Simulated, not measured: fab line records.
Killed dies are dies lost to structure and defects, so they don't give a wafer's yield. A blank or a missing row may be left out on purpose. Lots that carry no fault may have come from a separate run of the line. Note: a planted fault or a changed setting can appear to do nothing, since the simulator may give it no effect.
Which tool is to blame? / flow sky130 / Sampling: 10 lots, 29 wafers, 4 of 708 route steps

WHAT EACH GAUGE READ, for each wafer
SKY_VIA3_RS_MEAS_22: measurement is done with a four-point probe.
lot=L312; measured=day 39 16:29; on=filmMetro-03; VIA3_W_RS (ohm/sq)=0.2940 0.2951 0.2921
lot=L313; measured=day 40 08:11; on=filmMetro-02; VIA3_W_RS (ohm/sq)=0.2979 0.2932 0.2980
lot=L314; measured=day 40 13:04; on=filmMetro-03; VIA3_W_RS (ohm/sq)=0.2904 0.2914 0.2927
lot=L316; measured=day 40 21:00; on=filmMetro-03; VIA3_W_RS (ohm/sq)=0.2923 0.2953 0.2940
lot=L323; measured=day 42 20:37; on=filmMetro-04; VIA3_W_RS (ohm/sq)=0.2922 0.2928 0.2934
lot=L324; measured=day 43 00:17; on=filmMetro-03; VIA3_W_RS (ohm/sq)=0.2938 0.2303 0.2965
lot=L325; measured=day 43 11:34; on=filmMetro-04; VIA3_W_RS (ohm/sq)=0.2999 0.2330 0.2980
lot=L327; measured=day 43 17:26; on=filmMetro-02; VIA3_W_RS (ohm/sq)=0.2299 0.2287
lot=L329; measured=day 44 13:43; on=filmMetro-03; VIA3_W_RS (ohm/sq)=0.2904 0.2910 0.2940
lot=L335; measured=day 46 01:41; on=filmMetro-03; VIA3_W_RS (ohm/sq)=0.2943 0.2938 0.2969

WHICH TOOL RAN EACH LOT (tool, then ch and the chambers of the sampled wafers, then the start)
lot=L312; SKY_LI_CONTACT_ETCH_14=rieDiel-02 ch 1,2,3, day 29 04:00; SKY_LI_CONTACT_SPUTTER_20=pvdSputter-03, day 29 04:30; SKY_VIA3_CVD_21=cvdW-02 ch 1, day 39 16:14
lot=L313; SKY_LI_CONTACT_ETCH_14=rieDiel-02 ch 1,2,3, day 29 22:00; SKY_LI_CONTACT_SPUTTER_20=pvdSputter-02, day 29 22:29; SKY_VIA3_CVD_21=cvdW-02 ch 0,1, day 40 08:02
lot=L314; SKY_LI_CONTACT_ETCH_14=rieDiel-03 ch 1,3, day 30 05:47; SKY_LI_CONTACT_SPUTTER_20=pvdSputter-03, day 30 06:19; SKY_VIA3_CVD_21=cvdW-02 ch 0,1, day 40 12:56
lot=L316; SKY_LI_CONTACT_ETCH_14=rieDiel-03 ch 0,1,3, day 30 14:30; SKY_LI_CONTACT_SPUTTER_20=pvdSputter-04, day 30 15:00; SKY_VIA3_CVD_21=cvdW-02 ch 0,1, day 40 20:51
lot=L323; SKY_LI_CONTACT_ETCH_14=rieDiel-01 ch 0,2, day 32 17:17; SKY_LI_CONTACT_SPUTTER_20=pvdSputter-02, day 32 17:46; SKY_VIA3_CVD_21=cvdW-02 ch 0,1, day 42 20:30
lot=L324; SKY_LI_CONTACT_ETCH_14=rieDiel-01 ch 0,1,2, day 32 21:20; SKY_LI_CONTACT_SPUTTER_20=pvdSputter-02, day 32 21:49; SKY_VIA3_CVD_21=cvdW-02 ch 0,1, day 43 00:10
lot=L325; SKY_LI_CONTACT_ETCH_14=rieDiel-01 ch 0,2,3, day 33 09:50; SKY_LI_CONTACT_SPUTTER_20=pvdSputter-04, day 33 10:22; SKY_VIA3_CVD_21=cvdW-02 ch 0,1, day 43 11:26
lot=L327; SKY_LI_CONTACT_ETCH_14=rieDiel-02 ch 0,3, day 33 18:47; SKY_LI_CONTACT_SPUTTER_20=pvdSputter-02, day 33 19:17; SKY_VIA3_CVD_21=cvdW-02 ch 0, day 43 17:19
lot=L329; SKY_LI_CONTACT_ETCH_14=rieDiel-03 ch 1,2, day 34 17:24; SKY_LI_CONTACT_SPUTTER_20=pvdSputter-03, day 34 17:54; SKY_VIA3_CVD_21=cvdW-01 ch 0,1, day 44 13:35
lot=L335; SKY_LI_CONTACT_ETCH_14=rieDiel-02 ch 0,1, day 36 11:44; SKY_LI_CONTACT_SPUTTER_20=pvdSputter-02, day 36 12:16; SKY_VIA3_CVD_21=cvdW-01 ch 0,1, day 46 01:32
- SKY_LI_CONTACT_ETCH_14: etches BARC in N2/H2, stops on SiO2, time 45.9 s, target depth 60 nm.
- SKY_LI_CONTACT_SPUTTER_20: material TiN, target thk 20 nm, time 80 s.
- SKY_VIA3_CVD_21: deposits W, target thk 390 nm, time 117.31 s.

THE ANSWER, worked out from the rows above alone
Rule: the lots themselves supply what counts as usual. The widest of any qualifying gaps counts: lots, ordered by their means at a reading, are off when they make up no more than a third of the lots, leave a main group of 4 or more, and stand apart from it by 3 or more times the standard deviation of that group's means. A main group whose means are all the same, to the digits that the tables above print for the reading, isn't used. A lot without any number at a reading at which 4 lots or more have one is off too. The other lots that the step has rows for count as sound.
Off: L324, L325, L327, at SKY_VIA3_RS_MEAS_22 (VIA3_W_RS). For the main group the mean is 0.2936 ohm/sq and the standard deviation 0.0016.
A tool fits if, at a process step before that reading, it ran every lot that is off, and no sound lot after the first of them. The gauges at SKY_VIA3_RS_MEAS_22 are tried like those tools. One fits: cvdW-02 at SKY_VIA3_CVD_21. A fault onset in the window from L323 (day 42 20:30, its last sound lot) to L324 (day 43 00:10, its first lot off) fits.

WHAT HAD BEEN PUT IN BY THE SIMULATOR
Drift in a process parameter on cvdW-02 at SKY_VIA3_CVD_21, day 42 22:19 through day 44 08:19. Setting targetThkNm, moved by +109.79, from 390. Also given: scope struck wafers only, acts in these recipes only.
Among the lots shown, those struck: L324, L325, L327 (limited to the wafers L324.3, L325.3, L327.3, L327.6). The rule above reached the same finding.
